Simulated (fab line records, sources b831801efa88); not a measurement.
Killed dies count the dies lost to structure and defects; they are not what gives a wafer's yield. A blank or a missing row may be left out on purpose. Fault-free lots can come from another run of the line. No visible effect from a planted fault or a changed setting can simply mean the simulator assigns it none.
Which tool is to blame? ; flow gf180mcu ; 6 lots with 18 wafers sampled at 2 steps, on a route of 602 steps

WHAT THE GAUGES READ, wafer by wafer
GF_M1_OVL_MEAS_15.
lot;measured;on;M1_OVL (nm)
L490;day 17 09:56;overlay-01;-5 0 -4
L491;day 18 03:19;overlay-01;0 -1 1
L499;day 21 03:53;overlay-02;-3 -8 -4
L506;day 23 07:59;overlay-02;0 -1 -10
L509;day 24 10:52;overlay-02;-6 -10 -7
L511;day 25 01:32;overlay-02;-3 2 -5

TOOL THAT RAN EACH LOT (tool first, then ch and the chambers of the sampled wafers, then the start)
lot;GF_M1_SPUTTER_03
L490;pvd sputter-02, day 16 10:44
L491;pvd sputter-01, day 17 03:59
L499;pvd sputter-03, day 20 04:09
L506;pvd sputter-03, day 22 09:14
L509;pvd sputter-03, day 23 12:24
L511;pvd sputter-02, day 24 03:52
- GF_M1_SPUTTER_03: material Ti, target thk 10 nm, time 6.7 s.

THE ANSWER, worked out from the rows above alone
Rule: usual is defined by the lots themselves. The widest of any qualifying gaps counts: lots, ordered by their means at a reading, are off when they make up no more than a third of the lots, leave a main group of 4 or more, and stand apart from it by 3 or more times the standard deviation of that group's means. The tables above print the reading to a certain number of digits; a main group whose means all agree to those digits is not used. A lot without any number at a reading at which 4 lots or more have one is off too. The other lots that the step has rows for count as sound.
Nothing can be told from this: no lot is off at any reading shown.

WHAT THE SIMULATOR HAD PUT IN
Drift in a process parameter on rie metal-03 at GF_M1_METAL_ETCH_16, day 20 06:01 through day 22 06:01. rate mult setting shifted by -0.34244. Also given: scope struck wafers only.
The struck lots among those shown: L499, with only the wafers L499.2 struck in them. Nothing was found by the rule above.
